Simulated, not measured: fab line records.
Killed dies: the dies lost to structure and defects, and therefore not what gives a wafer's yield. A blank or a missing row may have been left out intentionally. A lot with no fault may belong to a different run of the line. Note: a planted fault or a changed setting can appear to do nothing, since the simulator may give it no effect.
Check of tool commonality -- flow gf180mcu -- Sample size 12 lots and 39 wafers

REASON IT WAS OPENED
At GF_VT_IMPLANT_TW_MEAS_10 the reading VT_IMPLANT_TW is flagged on 1 of 12 lots. No-fault wafers: 569, standard deviation 9.7.
Rule: flag the lot when none of its wafers has a number, or when each of its wafers that has one lies beyond 4 standard deviations from that mean. The rest of the lots are taken to be sound.

lot,measured,on,"VT_IMPLANT_TW, wafer by wafer",flag
L920,day 5 22:37,film_metro-01,579 584 582,
L921,day 6 03:56,film_metro-01,578 577 577,
L924,day 6 21:46,film_metro-03,565 561 565,
L926,day 7 09:44,film_metro-04,563 564 565,
L928,day 7 23:58,film_metro-04,562 563 559,
L934,day 9 11:34,film_metro-04,30 30 30 30 30 30,FLAGGED
L936,day 9 21:20,film_metro-04,561 562 562,
L937,day 10 04:41,film_metro-04,556 560 555,
L939,day 10 18:28,film_metro-01,582 578 582,
L940,day 10 23:46,film_metro-01,580 581 579,
L941,day 11 07:10,film_metro-01,583 578 578,
L942,day 11 13:34,film_metro-04,554 553 552,
On average the flagged lots' numbers are 30, which is -539 against the usual, or -56 standard deviations.

LOT BY LOT: THE TOOL USED
The record holds 1 process step before the reading, out of a route of 602 steps. Every cell lists first the tool, next ch and the chambers used by the sampled wafers, and last the start.
lot,flag,GF_VT_IMPLANT_EXPOSE_04
L920,,"iline_stepper-01 ch 0, day 5 15:31"
L921,,"iline_stepper-01 ch 0, day 5 21:00"
L924,,"iline_stepper-01 ch 0, day 6 14:24"
L926,,"iline_stepper-01 ch 0, day 7 01:45"
L928,,"iline_stepper-02 ch 0, day 7 16:11"
L934,FLAGGED,"iline_stepper-02 ch 0, day 9 03:15"
L936,,"iline_stepper-01 ch 0, day 9 13:48"
L937,,"iline_stepper-02 ch 0, day 9 19:47"
L939,,"iline_stepper-02 ch 0, day 10 09:54"
L940,,"iline_stepper-01 ch 0, day 10 14:18"
L941,,"iline_stepper-02 ch 0, day 10 22:01"
L942,,"iline_stepper-01 ch 0, day 11 04:22"
These steps, and what they do:
- GF_VT_IMPLANT_EXPOSE_04: exposes mask LVPWELL LV AREA, target cd 600 nm.
- GF_VT_IMPLANT_TW_MEAS_10

FLAGGED AGAINST TOTAL, ONE TOOL AT A TIME (gauges that did the reading follow at the end)
step,tool,lots run,flagged,share of the flagged lots,sound lots run after its first flagged lot
GF_VT_IMPLANT_EXPOSE_04,iline_stepper-01,7,0,none,-
GF_VT_IMPLANT_EXPOSE_04,iline_stepper-02,5,1,all,"3 (L937,L939,L941)"
GF_VT_IMPLANT_TW_MEAS_10,film_metro-01,5,0,none,-
GF_VT_IMPLANT_TW_MEAS_10,film_metro-03,1,0,none,-
GF_VT_IMPLANT_TW_MEAS_10,film_metro-04,6,1,all,"3 (L936,L937,L942)"

WHAT THE TABLE PERMITS
In 2 table rows, all flagged lots were run: iline_stepper-02 (GF_VT_IMPLANT_EXPOSE_04), film_metro-04 (GF_VT_IMPLANT_TW_MEAS_10).
- iline_stepper-02 at GF_VT_IMPLANT_EXPOSE_04 ran 5 lots, 1 of them flagged. Lots that were sound ran on it after the first flagged one (L937, L939, L941); a persistent fault on the entire tool would not allow that.
- film_metro-04 at GF_VT_IMPLANT_TW_MEAS_10 ran 6 lots, 1 of them flagged. Lots that were sound ran on it after the first flagged one (L936, L937, L942); a persistent fault on the entire tool would not allow that.
Not one row of the table ran every flagged lot while running no sound lot after the first.

WHAT THE SIMULATOR HAD PUT IN
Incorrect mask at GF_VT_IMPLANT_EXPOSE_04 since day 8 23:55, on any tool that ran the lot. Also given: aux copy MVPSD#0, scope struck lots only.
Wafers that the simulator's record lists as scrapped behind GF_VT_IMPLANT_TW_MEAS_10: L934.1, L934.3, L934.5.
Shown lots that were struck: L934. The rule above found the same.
